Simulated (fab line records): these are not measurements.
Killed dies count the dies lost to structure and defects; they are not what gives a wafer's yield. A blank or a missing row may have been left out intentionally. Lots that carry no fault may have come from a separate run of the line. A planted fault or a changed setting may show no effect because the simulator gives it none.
fab line records ; flow sky130
[record] lots = 14; wafers = 42; last-day = 50
route steps=708 shown VIA3@585 CAP2M@612 METAL4@630
lots with no fault: from the same line, run without faults
start-h: hours from the record's opening day to when the first of the lot's shown wafers began ; wait-h: how many hours have passed since the lot's step before this one ; " the same as in the row above ; L1.1+2: a single row standing in for several wafers ; - value missing, or start not given ; * or withheld: withheld ; < > ~ a bound
route shown NAME@n: NAME is a module with steps in the file, n the number in the route of the first one ; usual: the fault-free wafers' mean and standard deviation ; same: alike in all rows ; chamber/n: place in a boat ; sites: readings site by site ; _std_site: the values' standard deviation ; _edge_site: mean of outer sites minus mean of inner sites ; radius-mm: how far each site lies from the wafer's centre ; mask NAME#n: copy n ; behind: the last tool/chamber to shape the wafer ; hold: why the lot was held/for how many hours/how that ended ; device: which transistor (n, p or np) failed to switch ; end of line: the route-end tests of the same wafers ; a step with no rows: only its recipe ; killed: at the first sort, the dies lost to defects and structure; wafer yield is something else ; map: dies across one wafer; x = killed, . = not, _ = none there
set.NAME: the setting as run; set.NAME@STEP: as run at that earlier step ; model.NAME: the simulator's own value behind a step, which no gauge read
a sample of lots followed through the steps of the route, with each step as a table and each wafer as a row
services: a tool's chamber out of use, with start hour (start-h, from the record's first day; less than 0 if before it), hours out, and reason
[[steps]]
[step SKY_VIA3_CD_MEAS_12]
[recipe] target-cd-nm = 200
[usual] cd-nm = 199.7/1.7
lot.wafer;tool;chamber;start-h;wait-h;cd-nm
L447.2;cd-sem-02;-;917.64;-;201.1
L447.4;cd-sem-02;-;917.64;-;200.3
L447.5;cd-sem-02;-;917.64;-;200.0
L456.2;cd-sem-01;-;1000.24;-;203.3
L456.4;cd-sem-01;-;1000.24;-;203.0
L456.5;cd-sem-01;-;1000.24;-;201.5
L457.3;cd-sem-02;-;1002.25;-;201.8
L457.4;cd-sem-02;-;1002.25;-;200.7
L457.5;cd-sem-02;-;1002.25;-;200.2
L459.4;cd-sem-02;-;1017.91;-;196.5
L459.5;cd-sem-02;-;1017.91;-;198.9
L459.6;cd-sem-02;-;1017.91;-;196.1
L460.1;cd-sem-02;-;1022.85;-;201.3
L460.5;cd-sem-02;-;1022.85;-;200.1
L460.6;cd-sem-02;-;1022.85;-;201.3
L461.2;cd-sem-01;-;1023.57;-;198.5
L461.4;cd-sem-01;-;1023.57;-;198.7
L461.5;cd-sem-01;-;1023.57;-;200.3
L462.1;cd-sem-01;-;1032.55;-;200.6
L462.2;cd-sem-01;-;1032.55;-;200.5
L462.6;cd-sem-01;-;1032.55;-;202.5
L463.1;cd-sem-01;-;1038.22;-;198.8
L463.3;cd-sem-01;-;1038.22;-;200.6
L463.5;cd-sem-01;-;1038.22;-;197.2
L464.2;cd-sem-01;-;1049.56;-;200.8
L464.3;cd-sem-01;-;1049.56;-;201.2
L464.4;cd-sem-01;-;1049.56;-;201.5
L465.1;cd-sem-02;-;1068.71;-;199.6
L465.4;cd-sem-02;-;1068.71;-;200.1
L465.5;cd-sem-02;-;1068.71;-;198.9
L467.2;cd-sem-01;-;1074.13;-;196.5
L467.5;cd-sem-01;-;1074.13;-;196.3
L467.6;cd-sem-01;-;1074.13;-;198.0
L468.1;cd-sem-01;-;1075.05;-;198.4
L468.3;cd-sem-01;-;1075.05;-;198.0
L468.5;cd-sem-01;-;1075.05;-;199.3
L466.1;cd-sem-01;-;1077.01;-;200.9
L466.4;cd-sem-01;-;1077.01;-;202.0
L466.5;cd-sem-01;-;1077.01;-;201.1
L469.2;cd-sem-02;-;1080.82;-;197.7
L469.3;cd-sem-02;-;1080.82;-;196.2
L469.5;cd-sem-02;-;1080.82;-;197.1
[step SKY_CAP2M_EXPOSE_09]
[recipe] mask-id = CAP2M; na = 0.6; source-shape = conventional; sigma-outer = 0.6; polarization = unpolarized; target-cd-nm = 1000; dose-mj = 159
[usual] exposure-dose-mJ-cm2 = 159.01/0.19; focus-offset-nm = 0.0/0.54
lot.wafer;tool;chamber;start-h;wait-h;mask;exposure-dose-mJ-cm2;focus-offset-nm
L447.2;iline-stepper-01;0;931.84;-;CAP2M#0;158.89;-0.5
L447.4;iline-stepper-01;0;931.84;-;CAP2M#0;159.00;-0.9
L447.5;iline-stepper-01;0;931.84;-;CAP2M#0;159.07;-0.9
L456.2;iline-stepper-02;-;1013.61;-;CAP2M#0;-;-
L456.4;iline-stepper-02;-;1013.61;-;CAP2M#0;-;-
L456.5;iline-stepper-02;-;1013.61;-;CAP2M#0;-;-
L457.3;iline-stepper-02;-;1015.60;-;CAP2M#0;-;-
L457.4;iline-stepper-02;-;1015.60;-;CAP2M#0;-;-
L457.5;iline-stepper-02;-;1015.60;-;CAP2M#0;-;-
L459.4;iline-stepper-01;0;1031.05;-;CAP2M#0;159.04;0.3
L459.5;iline-stepper-01;0;1031.05;-;CAP2M#0;159.28;1.1
L459.6;iline-stepper-01;0;1031.05;-;CAP2M#0;158.95;-0.2
L460.1;iline-stepper-01;0;1035.67;-;CAP2M#0;158.87;-0.4
L460.5;iline-stepper-01;0;1035.67;-;CAP2M#0;158.62;0.5
L460.6;iline-stepper-01;0;1035.67;-;CAP2M#0;158.97;0.1
L461.2;iline-stepper-01;0;1037.22;-;CAP2M#0;159.50;-0.8
L461.4;iline-stepper-01;0;1037.22;-;CAP2M#0;158.99;-0.7
L461.5;iline-stepper-01;0;1037.22;-;CAP2M#0;159.45;-0.5
L462.1;iline-stepper-01;0;1045.55;-;CAP2M#0;158.85;-1.1
L462.2;iline-stepper-01;0;1045.55;-;CAP2M#0;158.91;-0.6
L462.6;iline-stepper-01;0;1045.55;-;CAP2M#0;158.70;0.0
L463.1;iline-stepper-01;0;1051.16;-;CAP2M#0;158.94;0.3
L463.3;iline-stepper-01;0;1051.16;-;CAP2M#0;158.80;-0.3
L463.5;iline-stepper-01;0;1051.16;-;CAP2M#0;158.90;0.3
L464.2;iline-stepper-02;0;1062.11;-;CAP2M#0;158.98;1.0
L464.3;iline-stepper-02;0;1062.11;-;CAP2M#0;158.95;0.5
L464.4;iline-stepper-02;0;1062.11;-;CAP2M#0;158.98;0.2
L465.1;iline-stepper-01;0;1080.89;-;CAP2M#0;159.05;0.1
L465.4;iline-stepper-01;0;1080.89;-;CAP2M#0;159.09;0.2
L465.5;iline-stepper-01;0;1080.89;-;CAP2M#0;159.17;-0.3
L467.2;iline-stepper-01;0;1086.14;-;CAP2M#0;159.19;-0.7
L467.5;iline-stepper-01;0;1086.14;-;CAP2M#0;159.18;-1.3
L467.6;iline-stepper-01;0;1086.14;-;CAP2M#0;159.32;-0.9
L468.1;iline-stepper-02;0;1087.04;-;CAP2M#0;158.90;-0.7
L468.3;iline-stepper-02;0;1087.04;-;CAP2M#0;158.86;-0.3
L468.5;iline-stepper-02;0;1087.04;-;CAP2M#0;159.06;0.1
L466.1;iline-stepper-02;0;1089.12;-;CAP2M#0;158.99;0.0
L466.4;iline-stepper-02;0;1089.12;-;CAP2M#0;159.04;-0.1
L466.5;iline-stepper-02;0;1089.12;-;CAP2M#0;159.04;-0.2
L469.2;iline-stepper-02;0;1093.36;-;CAP2M#0;158.94;0.8
L469.3;iline-stepper-02;0;1093.36;-;CAP2M#0;158.87;0.1
L469.5;iline-stepper-02;0;1093.36;-;CAP2M#0;158.74;0.6
[step SKY_CAP2M_METAL_ETCH_13]
[recipe] target-depth-nm = 220; stop-on = SiO2; chemistry = Cl2/BCl3; target = TiN; pressure-mtorr = 10; icp-w = 900; bias-w = 48.5; Cl2_flow_sccm = 60; bcl3-flow-sccm = 30; time-s = 62.9
[usual] drypump-motor-current-A = 5.73/0.2; he-backside-leak-sccm = 3.47/0.26; oes-product-au = 0.943/0.01; throttle-valve-pct = 21.901/0.011
lot.wafer;tool;chamber;start-h;wait-h;drypump-motor-current-A;he-backside-leak-sccm;oes-product-au;rf-hours-counter-h;throttle-valve-pct
L447.2;rie-metal-01;0;943.95;0.0;5.66;3.45;0.949;9;21.892
L447.4;rie-metal-01;1;943.95;0.0;5.72;3.11;0.960;-;21.897
L447.5;rie-metal-01;0;943.95;0.0;5.69;3.37;0.943;-;21.902
L456.2;rie-metal-02;0;1024.63;0.0;5.67;3.34;0.952;-;21.907
L456.4;rie-metal-02;0;1024.63;0.0;5.70;3.31;0.952;-;21.897
L456.5;rie-metal-02;0;1024.63;0.0;5.68;3.34;0.955;-;21.878
L457.3;rie-metal-03;1;1026.73;0.0;5.77;3.53;0.936;-;21.885
L457.4;rie-metal-03;0;1026.73;0.0;5.39;3.39;0.944;-;21.896
L457.5;rie-metal-03;0;1026.73;0.0;5.37;3.53;0.927;-;21.916
L459.4;rie-metal-01;0;1041.72;0.0;5.71;3.51;0.943;-;21.898
L459.5;rie-metal-01;1;1041.72;0.0;5.73;3.66;0.948;-;21.885
L459.6;rie-metal-01;0;1041.72;0.0;5.71;3.41;0.948;-;21.888
L460.1;rie-metal-02;1;1046.26;0.0;6.14;3.28;0.942;0;21.917
L460.5;rie-metal-02;0;1046.26;0.0;5.71;3.39;0.957;-;21.889
L460.6;rie-metal-02;1;1046.26;0.0;6.18;3.27;0.942;-;21.902
L461.2;rie-metal-01;1;1048.00;0.0;5.75;3.68;0.947;12;21.895
L461.4;rie-metal-01;0;1048.00;0.0;5.72;3.34;0.946;-;21.907
L461.5;rie-metal-01;0;1048.00;0.0;5.70;3.47;0.936;-;21.899
L462.1;rie-metal-01;0;1055.89;0.0;5.68;3.34;0.938;15;21.898
L462.2;rie-metal-01;1;1055.89;0.0;5.75;3.72;0.942;12;21.896
L462.6;rie-metal-01;1;1055.89;0.0;5.76;3.19;0.947;-;21.901
L463.1;rie-metal-02;0;1061.41;0.0;5.65;3.30;0.945;9;21.905
L463.3;rie-metal-02;0;1061.41;0.0;5.69;3.22;0.948;-;21.909
L463.5;rie-metal-02;1;1061.41;0.0;6.15;3.33;0.948;-;21.900
L464.2;rie-metal-03;0;1072.49;0.0;5.39;3.75;0.955;5;21.903
L464.3;rie-metal-03;1;1072.49;0.0;5.74;3.53;0.942;-;21.919
L464.4;rie-metal-03;0;1072.49;0.0;5.40;3.75;0.933;-;21.896
L465.1;rie-metal-01;1;1091.14;0.0;5.73;3.60;0.941;15;21.912
L465.4;rie-metal-01;1;1091.14;0.0;5.74;3.90;0.927;-;21.902
L465.5;rie-metal-01;0;1091.14;0.0;5.66;3.17;0.942;-;21.899
L467.2;rie-metal-03;0;1096.41;0.0;5.38;3.57;0.954;7;21.882
L467.5;rie-metal-03;1;1096.41;0.0;5.73;3.56;0.951;-;21.884
L467.6;rie-metal-03;0;1096.41;0.0;5.40;3.27;0.947;-;21.888
L468.1;rie-metal-03;0;1097.25;0.0;5.37;3.47;0.948;7;21.885
L468.3;rie-metal-03;0;1097.25;0.0;5.38;3.28;0.957;-;21.881
L468.5;rie-metal-03;0;1097.25;0.0;5.39;3.38;0.938;-;21.915
L466.1;rie-metal-03;1;1099.19;0.0;5.78;3.39;0.943;9;21.897
L466.4;rie-metal-03;0;1099.19;0.0;5.41;3.72;0.924;-;21.914
L466.5;rie-metal-03;1;1099.19;0.0;5.79;3.33;0.928;-;21.920
L469.2;rie-metal-03;0;1102.84;0.0;5.40;3.28;0.946;7;21.888
L469.3;rie-metal-03;1;1102.84;0.0;5.77;3.50;0.952;-;21.893
L469.5;rie-metal-03;1;1102.84;0.0;5.75;3.83;0.951;-;21.889
[step SKY_METAL4_OVL_MEAS_14]
[usual] METAL4_OVL = 2/5.1
lot.wafer;tool;chamber;start-h;wait-h;METAL4_OVL[nm]
L447.2;overlay-02;-;967.94;0.1;13
L447.4;overlay-02;-;967.94;0.1;12
L447.5;overlay-02;-;967.94;0.1;8
L459.4;overlay-02;-;1064.15;0.1;4
L459.5;overlay-02;-;1064.15;0.1;2
L459.6;overlay-02;-;1064.15;0.1;9
L460.1;overlay-01;-;1068.53;0.1;7
L460.5;overlay-01;-;1068.53;0.1;10
L460.6;overlay-01;-;1068.53;0.1;4
L461.2;overlay-02;-;1070.40;0.1;-6
L461.4;overlay-02;-;1070.40;0.1;-7
L461.5;overlay-02;-;1070.40;0.1;-1
L462.1;overlay-02;-;1077.94;0.1;2
L462.2;overlay-02;-;1077.94;0.1;4
L462.6;overlay-02;-;1077.94;0.1;3
L463.1;overlay-01;-;1083.88;0.1;-1
L463.3;overlay-01;-;1083.88;0.1;0
L463.5;overlay-01;-;1083.88;0.1;-1
L464.2;overlay-01;-;1094.84;0.1;5
L464.3;overlay-01;-;1094.84;0.1;4
L464.4;overlay-01;-;1094.84;0.1;4
L465.1;overlay-02;-;1111.64;0.1;-4
L465.4;overlay-02;-;1111.64;0.1;-5
L465.5;overlay-02;-;1111.64;0.1;-1
L467.2;overlay-02;-;1116.89;0.1;-2
L467.5;overlay-02;-;1116.89;0.1;2
L467.6;overlay-02;-;1116.89;0.1;8
L468.1;overlay-01;-;1118.04;0.1;-3
L468.3;overlay-01;-;1118.04;0.1;-6
L468.5;overlay-01;-;1118.04;0.1;1
L466.1;overlay-01;-;1119.59;0.1;4
L466.4;overlay-01;-;1119.59;0.1;1
L466.5;overlay-01;-;1119.59;0.1;-3
L469.2;overlay-01;-;1122.90;0.1;2
L469.3;overlay-01;-;1122.90;0.1;-6
L469.5;overlay-01;-;1122.90;0.1;-7
[[services]]
tool;chamber;start-h;hours;kind
rie-metal-01;-;923.78;1.2;repair
iline-stepper-02;-;928.03;2.1;pm
rie-metal-02;-;929.75;0.3;repair
rie-metal-02;1;929.97;4.8;repair
iline-stepper-02;-;930.11;-;consumable-replace:lamp
rie-metal-03;1;930.71;-;clean
rie-metal-03;1;930.71;21.7;scheduled-down
rie-metal-03;1;930.71;21.7;vent-cycle
iline-stepper-01;-;939.04;8.9;pm
iline-stepper-01;0;943.23;-;calibration
rie-metal-03;-;960.53;1.6;repair
iline-stepper-01;-;983.52;19.8;repair
iline-stepper-02;0;985.76;-;calibration
rie-metal-03;0;986.94;14.2;repair
rie-metal-03;0;1001.11;-;clean
rie-metal-03;0;1001.11;15.8;scheduled-down
rie-metal-03;0;1001.11;15.8;vent-cycle
iline-stepper-02;-;1015.88;1.7;pm
rie-metal-02;1;1020.46;-;clean
rie-metal-02;1;1020.46;16.7;scheduled-down
rie-metal-02;1;1020.46;16.7;vent-cycle
rie-metal-03;1;1052.25;16.6;repair
rie-metal-02;-;1100.20;0.5;repair
[[key]]
[first-sign] step = SKY_CAP2M_EXPOSE_09; reading = tool-record; direction = missing
effect none on later readings
met-at SKY_CAP2M_EXPOSE_09
struck-lots L456,L457
later-rows-left-out L456.2,L456.4,L456.5,L457.3,L457.4,L457.5
sort-left-out L456.2,L456.4,L456.5,L457.3,L457.4,L457.5
not-acting-at SKY_VIA3_CD_MEAS_12,SKY_CAP2M_METAL_ETCH_13,SKY_METAL4_OVL_MEAS_14
[fault] kind = skipped-step-whole; tool = iline-stepper-02; chamber = -; onset-h = 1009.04; steps = SKY_CAP2M_EXPOSE_09; scope = struck-lots-only
// sort-left-out: the simulated sort isn't trusted on such a fault, so these wafers' sort isn't shown, and their yield isn't known
// later-rows-left-out: the simulator's readings of these wafers behind a module that went badly wrong aren't trusted and aren't shown, but for the sort
